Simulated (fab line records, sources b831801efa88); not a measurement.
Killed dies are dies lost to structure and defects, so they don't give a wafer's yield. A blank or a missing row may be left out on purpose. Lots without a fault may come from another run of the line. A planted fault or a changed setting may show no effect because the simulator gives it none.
fab line records | flow sfq_line
record lots=6 wafers=18 last_day=74
route steps=325 shown I3@137 M4@148
lots that met no fault: from a run of the same line without faults
start_h: hours from the record's first day to the start of the lot's first wafer shown | wait_h: hours since the lot's step before | " the same as in the row above | L1.1+2: a row that stands for several wafers | - no value, or no start given | * or withheld: withheld | < > ~ a bound
route shown NAME@n: a module of which the file shows steps, and the number in the route of the first | usual: mean/standard deviation of fault-free wafers | same: alike in all rows | chamber/n: place in a boat | sites: the reading at each site | _std_site: their standard deviation | _edge_site: outer sites' mean less inner sites' | radius_mm: how far each site lies from the wafer's centre | mask NAME#n: copy n | behind: the tool/chamber that last shaped the wafer | hold: why the lot was held/for how many hours/how that ended | device: the transistor (n, p or np) that didn't switch | end of line: the same wafers' tests at the end of the route | a step without rows: its recipe alone | killed: dies lost to structure and defects at the first sort, not the wafer's yield | map: a wafer's dies, x killed, . not, _ none there
set.NAME: the setting as run; set.NAME@STEP: as run at that earlier step | model.NAME: the simulator's own value behind a step, which no gauge read
lots at some steps of the route; a table a step, a row a wafer
services: from which hour (start_h, from the record's first day; less than 0 if before it) a tool's chamber was out of use, for how many hours, and why
## steps
# step SFQ_TRILAYER_I3_VIA_LITHO_COAT_090
# recipe resist=BARC spin_rpm=3000 resist_thk_nm=62
# step SFQ_TRILAYER_I3_VIA_LITHO_COAT_085
# recipe resist=KrF spin_rpm=3000 resist_thk_nm=650
# step SFQ_TRILAYER_I3_VIA_LITHO_SOFTBAKE_089
# recipe temp_c=withheld time_s=withheld resist=KrF
# step SFQ_TRILAYER_I3_VIA_LITHO_EXPOSE_086
# recipe mask_id=I3 na=0.6 source_shape=conventional sigma_outer=0.65 target_cd_nm=500 dose_mj=21.3
# step SFQ_TRILAYER_I3_VIA_LITHO_PEB_088
# recipe peb_temp_c=115 peb_time_s=60 resist=KrF
# step SFQ_TRILAYER_I3_VIA_LITHO_DEVELOP_087
# recipe time_s=60 resist=KrF
# step SFQ_I3_OVL_MEAS_923
# usual I3_OVL=-1/4.9
# columns lot.wafer tool chamber start_h wait_h I3_OVL[nm]
L504.2 overlay-01 - 857.24 0.1 -1
L504.3 " - " " -6
L504.6 " - " " -2
L505.4 overlay-01 - 860.85 0.1 -2
L505.5 " - " " 6
L505.6 " - " " 4
L508.2 overlay-01 - 898.27 0.1 -11
L508.3 " - " " -7
L508.5 " - " " -11
L509.1 overlay-02 - 900.70 0.1 -4
L509.3 " - " " -13
L509.4 " - " " -8
L510.2 overlay-01 - 925.87 0.1 -7
L510.4 " - " " 2
L510.6 " - " " -4
L513.2 overlay-02 - 953.47 0.1 -4
L513.4 " - " " 2
L513.5 " - " " -1
# step SFQ_TRILAYER_I3_VIA_BARC_OPEN_VIA_ETCH_121
# recipe mask_material=PR chemistry=O2 target_depth_nm=125 target=BARC source_w=500 bias_w=80 pressure_mtorr=30 time_s=41.7
# usual drypump_motor_current_A=5.6/0.34 oes_product_au=0.686/0.0049
# columns lot.wafer tool chamber start_h wait_h drypump_motor_current_A oes_product_au rf_hours_counter_h
L504.2 rie_diel-01 0 857.27 0.0 5.2 0.682 0
L504.3 " 3 " " 5.4 0.684 10
L504.6 " 3 " " 5.4 0.689 -
L505.4 rie_diel-01 1 860.87 0.0 5.1 0.693 0
L505.5 " 0 " " 5.2 0.690 -
L505.6 " 3 " " 5.4 0.691 -
L508.2 rie_diel-02 0 898.30 0.0 5.8 0.684 3
L508.3 " 3 " " 6.0 0.698 13
L508.5 " 1 " " 5.2 0.690 -
L509.1 rie_diel-03 0 900.73 0.0 6.0 0.684 5
L509.3 " 2 " " 5.5 0.688 11
L509.4 " 1 " " 5.4 0.689 20
L510.2 rie_diel-01 3 925.90 0.0 5.4 0.689 12
L510.4 " 2 " " 5.7 0.685 16
L510.6 " 2 " " 5.6 0.682 -
L513.2 rie_diel-02 0 953.50 0.0 5.7 0.684 5
L513.4 " 1 " " 5.2 0.683 16
L513.5 " 2 " " 6.0 0.684 -
# step SFQ_TRILAYER_I3_VIA_ETCH_VIA_ETCH_088
# recipe target=SiO2 stop_on=Nb mask_material=PR taper_deg=20 chemistry=CHF3 target_depth_nm=260 source_w=500 bias_w=80 pressure_mtorr=30 time_s=withheld
# usual drypump_motor_current_A=5.6/0.34 oes_product_au=0.855/0.0051
# columns lot.wafer tool chamber start_h wait_h drypump_motor_current_A oes_product_au
L504.2 rie_diel-01 0 857.31 0.0 5.2 0.857
L504.3 " 3 " " 5.4 0.857
L504.6 " 3 " " 5.4 0.856
L505.4 rie_diel-01 1 860.91 0.0 5.2 0.858
L505.5 " 0 " " 5.2 0.846
L505.6 " 3 " " 5.4 0.867
L508.2 rie_diel-02 0 898.34 0.0 5.7 0.861
L508.3 " 3 " " 6.0 0.860
L508.5 " 1 " " 5.2 0.855
L509.1 rie_diel-03 0 900.77 0.0 6.0 0.857
L509.3 " 2 " " 5.5 0.860
L509.4 " 1 " " 5.4 0.859
L510.2 rie_diel-01 3 925.94 0.0 5.4 0.854
L510.4 " 2 " " 5.6 0.856
L510.6 " 2 " " 5.7 0.855
L513.2 rie_diel-02 0 953.54 0.0 5.7 0.860
L513.4 " 1 " " 5.1 0.853
L513.5 " 2 " " 6.0 0.860
# step SFQ_TRILAYER_I3_VIA_STRIP_STRIP_089
# recipe gas=O2 power_w=200 platen_temp_c=40 overash_fraction=0.65 chemistry=O2 pressure_mtorr=50
# usual drypump_motor_current_A=5.87/0.2 oes_product_au=0.995/0.0088
# columns lot.wafer tool chamber start_h wait_h drypump_motor_current_A oes_product_au rf_hours_counter_h
L504.2 rie_metal-03 0 857.42 - 5.86 1.010 18
L504.3 " 1 " " 5.94 0.995 -
L504.6 " 1 " " 5.95 0.999 -
L505.4 rie_metal-02 0 861.22 - 5.61 0.996 -
L505.5 " 1 " " 6.23 0.997 -
L505.6 " 0 " " 5.63 0.985 -
L508.2 rie_metal-01 1 898.45 - 5.86 0.985 137
L508.3 " 1 " " 5.85 0.989 -
L508.5 " 0 " " 5.76 0.999 -
L509.1 rie_metal-02 0 900.88 - 5.63 0.992 130
L509.3 " 1 " " 6.23 0.991 -
L509.4 " 0 " " 5.62 0.991 -
L510.2 rie_metal-01 0 926.05 - 5.77 0.997 6
L510.4 " 0 " " 5.76 0.997 -
L510.6 " 1 " " 5.87 0.997 -
L513.2 rie_metal-01 0 953.65 - 5.74 0.992 11
L513.4 " 0 " " 5.76 1.006 -
L513.5 " 1 " " 5.86 0.985 -
# step SFQ_TRILAYER_I3_VIA_STRIP_SOLV_CLEAN_090
# recipe chemistry=NMP temp_c=70 time_s=600
# step SFQ_TRILAYER_M4_DEP_PRE_CLEAN_092
# recipe gas=Ar time_s=22.5 bias_v=250
# step SFQ_TRILAYER_M4_DEP_SPUTTER_091
# recipe material=Nb base_pressure_pa=1.33e-06 chamber_pressure_pa=0.1333 substrate_temp_c=20 resputter_cathode_voltage_v=400 target_thk_nm=200 power_w=2000 time_s=133.3
# usual chamber_pressure_pa=0.13329/0.00023 throttle_valve_pct=30.1/0.67
# columns lot.wafer tool chamber start_h wait_h chamber_pressure_pa throttle_valve_pct
L504.2 pvd_sputter-05 - 858.23 0.0 0.13286 29.9
L504.3 " - " " 0.13314 30.8
L504.6 " - " " 0.133 30.0
L505.4 pvd_sputter-03 - 861.83 0.0 0.13287 29.9
L505.5 " - " " 0.13302 29.8
L505.6 " - " " 0.1335 28.7
L508.2 pvd_sputter-05 - 899.45 0.0 0.13337 30.8
L508.3 " - " " 0.1332 29.8
L508.5 " - " " 0.14469 29.7
L509.1 pvd_sputter-05 - 901.69 0.0 0.14525 29.8
L509.3 " - " " 0.13326 31.1
L509.4 " - " " 0.13259 30.2
L510.2 pvd_sputter-04 - 926.85 0.0 0.133 29.8
L510.4 " - " " 0.13318 30.0
L510.6 " - " " 0.13357 29.7
L513.2 pvd_sputter-03 - 954.45 0.0 0.13283 29.1
L513.4 " - " " 0.13342 30.0
L513.5 " - " " 0.13312 29.0
# step SFQ_M4_RS_MEAS_924
# recipe thk_meas_gauge=four-point-probe reads=Nb_of_TRILAYER_M4_DEP_SPUTTER_091
# usual M4_NB_RS=0.892/0.011
# columns lot.wafer tool chamber start_h wait_h M4_NB_RS[ohm/sq]
L504.2 film_metro-03 - 858.34 0.1 0.887
L504.3 " - " " 0.906
L504.6 " - " " 0.893
L505.4 film_metro-03 - 861.98 0.1 0.877
L505.5 " - " " 0.884
L505.6 " - " " 0.885
L508.2 film_metro-02 - 899.56 0.1 0.888
L508.3 " - " " 0.880
L508.5 " - " " 0.892
L509.1 film_metro-01 - 901.78 0.0 0.904
L509.3 " - " " 0.899
L509.4 " - " " 0.889
L510.2 film_metro-02 - 926.96 0.1 0.896
L510.4 " - " " 0.895
L510.6 " - " " 0.900
L513.2 film_metro-03 - 954.56 0.1 0.880
L513.4 " - " " 0.877
L513.5 " - " " 0.878
## services
# columns tool chamber start_h hours kind
pvd_sputter-03 - 837.28 3.4 repair
rie_metal-01 1 837.49 19.2 repair
rie_diel-01 3 837.76 5.8 repair
rie_diel-01 1 843.55 - clean
rie_diel-01 1 843.55 15.1 scheduled_down
rie_diel-01 1 843.55 15.1 vent_cycle
rie_diel-03 3 861.21 1.3 repair
rie_metal-01 - 869.04 2.8 pm
rie_metal-01 0 871.79 - clean
rie_metal-01 0 871.79 19.8 scheduled_down
rie_metal-01 0 871.79 19.8 vent_cycle
rie_diel-02 0 891.35 4.0 repair
rie_metal-01 - 907.49 0.7 repair
rie_metal-02 1 915.54 1.7 repair
pvd_sputter-03 - 916.43 0.7 repair
rie_diel-02 2 923.01 8.2 repair
rie_metal-02 - 924.60 1.2 repair
pvd_sputter-05 - 925.71 0.5 repair
rie_diel-01 0 933.78 9.4 repair
pvd_sputter-03 - 936.56 2.1 repair
rie_metal-03 - 945.08 13.5 repair
## key
first_sign step=SFQ_TRILAYER_M4_DEP_SPUTTER_091 reading=chamber_pressure_pa direction=up sigmas=51 usual=0.13329 struck=0.14497
effect none on later readings
met_at SFQ_TRILAYER_M4_DEP_SPUTTER_091
struck_wafers L508.5,L509.1
onset_between 858.23 899.45
fault kind=process_parameter_drift tool=pvd_sputter-05 chamber=- onset_h=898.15 steps=SFQ_TRILAYER_M4_DEP_SPUTTER_091 channel=chamber_pressure_pa offset=0.011831 shape=step end_h=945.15 acts_in=these_recipes_only stated=0.1333 scope=struck_wafers_only
